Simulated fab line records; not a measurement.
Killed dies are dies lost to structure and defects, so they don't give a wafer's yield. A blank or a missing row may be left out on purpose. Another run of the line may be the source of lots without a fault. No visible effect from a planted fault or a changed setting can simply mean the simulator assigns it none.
Chamber matching || flow sfqLine || 4 sister chambers for SFQ_TRILAYER_I2_VIA_BARC_OPEN_VIA_ETCH_096 on rieDiel-04
The step etches BARC in O2, target depth 125 nm, time 41.7 s. 4 wafers are shown with their chamber, then 7 later ones without.

## WAFERS PAIRED WITH THEIR CHAMBERS
{"wafer": "L637.3", "chamber": 2, "oesProductAu (a.u.)": 0.686}
{"wafer": "L637.6", "chamber": 3, "oesProductAu (a.u.)": 0.687}
{"wafer": "L640.1", "chamber": 1, "oesProductAu (a.u.)": 0.685}
{"wafer": "L640.2", "chamber": 0, "oesProductAu (a.u.)": 0.683}

## WAFERS WITH NO CHAMBER GIVEN
{"wafer": "L640.6", "oesProductAu (a.u.)": 0.688}
{"wafer": "L647.2", "oesProductAu (a.u.)": 0.681}
{"wafer": "L647.3", "oesProductAu (a.u.)": 0.693}
{"wafer": "L647.5", "oesProductAu (a.u.)": 0.687}
{"wafer": "L649.1", "oesProductAu (a.u.)": 0.685}
{"wafer": "L649.4", "oesProductAu (a.u.)": 0.678}
{"wafer": "L649.6", "oesProductAu (a.u.)": 0.684}

## CHAMBER TAKEN BY EACH
{"wafer": "L640.6", "from the rows above": "can't be placed: 3 or 2 or 1 or 0", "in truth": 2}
{"wafer": "L647.2", "from the rows above": "can't be placed: 0 or 1 or 2 or 3", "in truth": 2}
{"wafer": "L647.3", "from the rows above": "can't be placed: 3 or 2 or 1 or 0", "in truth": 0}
{"wafer": "L647.5", "from the rows above": "can't be placed: 3 or 2 or 1 or 0", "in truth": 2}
{"wafer": "L649.1", "from the rows above": "can't be placed: 1 or 2 or 0 or 3", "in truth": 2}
{"wafer": "L649.4", "from the rows above": "can't be placed: 0 or 1 or 2 or 3", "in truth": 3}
{"wafer": "L649.6", "from the rows above": "can't be placed: 0 or 1 or 2 or 3", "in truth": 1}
Placed correctly: 0 of 7. Cannot be placed on the basis of these rows: 7; the candidates contain the true chamber in 7. 0 placed wrongly.
How it was worked out, from the rows above alone: a wafer's distance from a chamber is the root of the sum, over the readings, of the square of ((its reading less the chamber's mean) divided by the reading's scatter). The wafer belongs to the nearest chamber; if the next one is less than 2 further off, it can't be placed. The mean given for a chamber averages the wafers shown for that chamber. The scatter (one wafer shown for each chamber): square how far every hidden wafer sits from the nearest shown wafer, average those squares and take the square root.
